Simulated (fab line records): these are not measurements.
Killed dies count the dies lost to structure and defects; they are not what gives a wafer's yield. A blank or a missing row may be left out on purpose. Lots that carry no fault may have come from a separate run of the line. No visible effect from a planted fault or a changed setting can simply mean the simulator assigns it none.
Matching of chambers	flow sky130	SKY_VIA2_CMP_24 on cmp-01: 4 sister chambers
The step polishes, stops on SiO2, t overpolish 20 s, target thk 0 nm. 8 wafers are shown with their chamber, then 8 later ones without.

WAFERS PAIRED WITH THEIR CHAMBERS
wafer	chamber	motor_current_A (A)	slurry_flow_ml_min
L921.1	3	10.5	150.5
L924.6	0	13.1	149.4
L926.4	0	12.9	150.1
L926.5	2	9.7	150.5
L927.3	1	11.1	149.7
L927.4	2	10.0	149.3
L927.5	3	10.4	150.4
L928.2	1	11.5	150.1

WAFERS MISSING THEIR CHAMBER
wafer	motor_current_A (A)	slurry_flow_ml_min
L928.3	12.9	149.2
L928.4	10.4	150.7
L938.3	10.0	150.0
L938.4	10.3	150.4
L938.5	10.3	150.8
L940.2	10.6	149.9
L940.5	10.1	149.2
L940.6	10.3	150.5

WHICH CHAMBER EACH WENT THROUGH
wafer	from the rows above	in truth
L928.3	0	0
L928.4	3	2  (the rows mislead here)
L938.3	can't be placed: 2 or 3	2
L938.4	can't be placed: 3 or 2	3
L938.5	can't be placed: 3 or 2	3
L940.2	3	3
L940.5	can't be placed: 2 or 3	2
L940.6	can't be placed: 3 or 2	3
Correctly placed: 2 of 8. These rows do not allow placing 5 (true chamber among the candidates in 5). Number placed wrongly: 1.
How it was worked out, from the rows above alone: a wafer's distance from a chamber is the root of the sum, over the readings, of the square of ((its reading less the chamber's mean) divided by the reading's scatter). The wafer belongs to the nearest chamber; if the next one is less than 2 further off, it can't be placed. For every chamber, the mean is computed from those of its wafers that are shown. The scatter: take each reading less its chamber's mean, square it, sum over the shown wafers, divide by the number of wafers less the number of chambers, and take the root.
